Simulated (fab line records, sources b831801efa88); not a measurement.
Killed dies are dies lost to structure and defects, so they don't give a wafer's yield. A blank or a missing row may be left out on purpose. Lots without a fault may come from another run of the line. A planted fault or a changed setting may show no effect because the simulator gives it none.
A struck lot beside a sound one | flow sky130 | 14 steps out of a route of 708
Sound: wafers L351.2, L351.3, L351.5. Struck: wafer L363.6. (L363.1, L363.5 of the same lot were not struck and are left out.) The cause comes at the end.
At each step with rows: each side's tool, then ch and its chambers, then its first start. Under that, the readings that differ: sound wafers | struck wafers | difference of the means | sigmas: that difference in standard deviations of wafers without a fault.
alike: readings whose means differ by less than 2 such deviations, and words and numbers that are the same on both sides. not compared: withheld readings, readings that some wafer has no value for, bounds like >300 that may hide the same value, and numbers for which the record gives no deviation and whose values overlap.
The two part at a step that has a row with sigmas, a row that says differs or no value, or rows on one side only. Numbers that don't overlap but have no deviation are shown without sigmas and don't part them. A reading that every wafer of one side lacks parts them only if that side has two wafers or more.

SKY_VIA1_CD_MEAS_12: target cd 150 nm.
  sound on cd_sem-01, day 36 09:13; struck on cd_sem-02, day 39 08:54
  alike: cd_nm
SKY_VIA1_OVL_MEAS_13:
  sound on overlay-01, day 36 09:19; struck on overlay-01, day 39 09:01
  alike: VIA1_OVL
SKY_VIA1_ETCH_14: etches BARC in N2/H2, stops on SiO2, time 45.9 s, target depth 60 nm.
  sound on rie_diel-04 ch 0,3, day 36 09:21; struck on rie_diel-04 ch 1, day 39 09:04
  reading                     | sound       | struck | difference | sigmas
  drypump_motor_current_A (A) | 4.8 6.0 4.8 | 6.3    | +1.1       | +2
  alike: chamber_pressure_mTorr, oes_product_au, throttle_valve_pct
  not compared: rf_hours_counter_h
SKY_VIA1_ETCH_15: etches SiO2 in C4F8/O2/Ar, stops on TiN, target depth 351 nm, time 54 s.
  sound on rie_diel-04 ch 0,3, day 36 09:23; struck on rie_diel-04 ch 1, day 39 09:06
  alike: chamber_pressure_mTorr, oes_product_au
  not compared: rf_hours_counter_h
SKY_VIA1_STRIP_16: strips in O2/N2.
  sound on plasma_asher-02 ch 0,1, day 36 09:26; struck on plasma_asher-01 ch 0, day 39 09:09
  alike: chamber_pressure_mTorr, drypump_motor_current_A, oes_product_au, strip_time_to_endpoint_s
  not compared: rf_hours_counter_h
then, 3 steps without rows for these wafers: SKY_VIA1_STRIP_17 (strips in post etch residue remover, time 1200 s); SKY_VIA1_CLEAN_18 (cleans in IPA, time 180 s); SKY_VIA1_CLEAN_19 (cleans in O3/DIW).
SKY_VIA1_SPUTTER_20: material TiN, target thk 20 nm, time 80 s.
  sound on pvd_sputter-04, day 36 10:02; struck on pvd_sputter-01, day 39 09:46
  alike: throttle_valve_pct
then, 1 step without rows for these wafers: SKY_VIA1_CVD_21 (deposits W, target thk 270 nm, time 80.902 s).
SKY_VIA1_RS_MEAS_22: measures by four-point-probe.
  sound on film_metro-04, day 36 10:12; struck on film_metro-01, day 39 09:55
  alike: VIA1_W_RS
SKY_VIA1_THK_MEAS_23: measures by xrf.
  sound on film_metro-04, day 36 10:19; struck on film_metro-01, day 39 10:02
  alike: VIA1_W_THK
SKY_VIA1_CMP_24: polishes, stops on SiO2, t overpolish 15 s, target thk 0 nm.
  sound on cmp-01 ch 0,1,2, day 36 10:25; struck on cmp-02 ch 2, day 39 10:12
  reading                | sound                | struck | difference | sigmas
  overpolish_run_s (s)   | 14.989 15.004 15.009 | 0.046  | -14.955    | -99 or more
  time_to_endpoint_s (s) | 67 63 66             | 102    | +37        | +10
  alike: motor_current_A, retaining_ring_pressure_frac
SKY_METAL2_SPUTTER_00: material Ti, target thk 15 nm, time 10 s.
  the record has rows for the sound wafers here (pvd_sputter-03, day 36 10:40) and none for the struck ones

WHERE THEY PART
First at SKY_VIA1_ETCH_14; last, within this record, at SKY_METAL2_SPUTTER_00.

WHY: what the simulator had put in
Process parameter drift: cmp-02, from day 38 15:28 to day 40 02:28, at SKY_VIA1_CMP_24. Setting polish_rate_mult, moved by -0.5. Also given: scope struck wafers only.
